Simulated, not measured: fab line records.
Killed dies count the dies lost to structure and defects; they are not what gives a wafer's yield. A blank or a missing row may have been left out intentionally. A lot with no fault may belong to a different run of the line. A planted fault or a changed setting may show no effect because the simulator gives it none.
Comparing a struck lot with a sound one || flow gf180mcu || 15 steps out of a route of 602
Sound: wafers L758.1, L758.4, L758.6. Struck: wafer L769.3. (L769.4, L769.6 of the same lot were not struck and are left out.) The cause comes at the end.
For every step that has rows: the tool of each side, followed by ch and its chambers, followed by its first start. Under that, the readings that differ: sound wafers || struck wafers || difference of the means || sigmas: that difference in standard deviations of wafers without a fault.
alike: readings with means less than 2 such deviations apart, plus words and numbers identical on both sides. not compared: withheld readings, readings lacking a value on some wafer, bounds such as >300 that could conceal the same value, and numbers that have no deviation in the record and whose values overlap.
A row with sigmas, a row that says differs or no value, or rows on one side alone: a step with any of these is where the two part. Non-overlapping numbers with no deviation appear without sigmas and do not part them. A reading missing from all wafers of one side parts the sides only when that side holds two or more wafers.

GF_V5_OVL_MEAS_15:
  struck on overlay-01, day 30 21:03; sound on overlay-02, day 27 16:02
  alike: V5_OVL
GF_V5_ETCH_16: etches BARC in N2/H2.
  sound on rie-diel-03 ch 1,2, day 27 16:04; struck on rie-diel-02 ch 2, day 30 21:05
  alike: drypump-motor-current-A, oes-product-au, throttle-valve-pct
GF_V5_ETCH_17: etches SiO2 in C4F8/O2/Ar, stops on TiN, target depth 855 nm.
  sound on rie-diel-03 ch 1,2; struck on rie-diel-02 ch 2
  alike: oes-product-au
GF_V5_STRIP_18: strips in O2/N2.
  sound on plasma-asher-04 ch 1, day 27 16:13; struck on plasma-asher-01 ch 0, day 30 21:16
  alike: drypump-motor-current-A, heater-power-w, oes-product-au
  not compared: rf-hours-counter-h
then, 2 steps without rows for these wafers: GF_V5_STRIP_19 (strips in post etch residue remover, time 1200 s); GF_V5_CLEAN_20 (cleans in DIW).
GF_V5_SPUTTER_21: material Ti, target thk 15 nm, time 80.02 s.
  struck on pvd-sputter-04, day 30 21:52; sound on pvd-sputter-01, day 27 16:47
  alike: chamber-pressure-pa, throttle-valve-pct
then, 2 steps without rows for these wafers: GF_V5_SPUTTER_22 (material TiN, target thk 10 nm, time 40 s); GF_V5_CVD_23 (deposits W, target thk 350 nm, time 104.9 s).
GF_V5_RS_MEAS_24: measures by four-point-probe.
  struck on film-metro-03, day 30 22:07; sound on film-metro-04, day 27 17:08
  alike: V5_W_RS
GF_V5_THK_MEAS_25: measures by xrf.
  struck on film-metro-03, day 30 22:13; sound on film-metro-04, day 27 17:16
  alike: V5_W_THK
GF_V5_CMP_26: polishes, stops on SiO2, t overpolish 15 s, target thk 0 nm.
  sound on cmp-01 ch 0,3, day 27 17:19; struck on cmp-02 ch 2, day 30 22:16
{"reading": "motor-current-A (A)", "sound": "11.2 10.9 11.0", "struck": 12.7, "difference": "+1.7", "sigmas": "+2"}
  alike: edge-zone-pressure-frac, overpolish-run-s, retaining-ring-pressure-frac, slurry-filter-dp-kPa, time-to-endpoint-s
GF_TOP_METAL_SPUTTER_00: material Ti, target thk 37.5 nm, time 150 s.
  struck on pvd-sputter-01, day 30 22:34; sound on pvd-sputter-02, day 27 17:37
{"reading": "chamber-pressure-pa (Pa)", "sound": "2.012 2.002 2.001", "struck": 2.423, "difference": "+0.418", "sigmas": "+99 or more"}
{"reading": "model.Ti_of_TOP_METAL_SPUTTER_00.thk-nm (nm)", "sound": "37.6 38.03 38.02", "struck": 33.75, "difference": -4.13, "sigmas": ""}
  alike: throttle-valve-pct
then, 2 steps without rows for these wafers: GF_TOP_METAL_SPUTTER_01 (material TiN, target thk 30 nm, time 25 s); GF_PASSIVATION_PROBE_99.

== WHERE THEY PART ==
Last at GF_TOP_METAL_SPUTTER_00 as far as this record goes, first at GF_V5_CMP_26.

WHY: whatever the simulator had introduced
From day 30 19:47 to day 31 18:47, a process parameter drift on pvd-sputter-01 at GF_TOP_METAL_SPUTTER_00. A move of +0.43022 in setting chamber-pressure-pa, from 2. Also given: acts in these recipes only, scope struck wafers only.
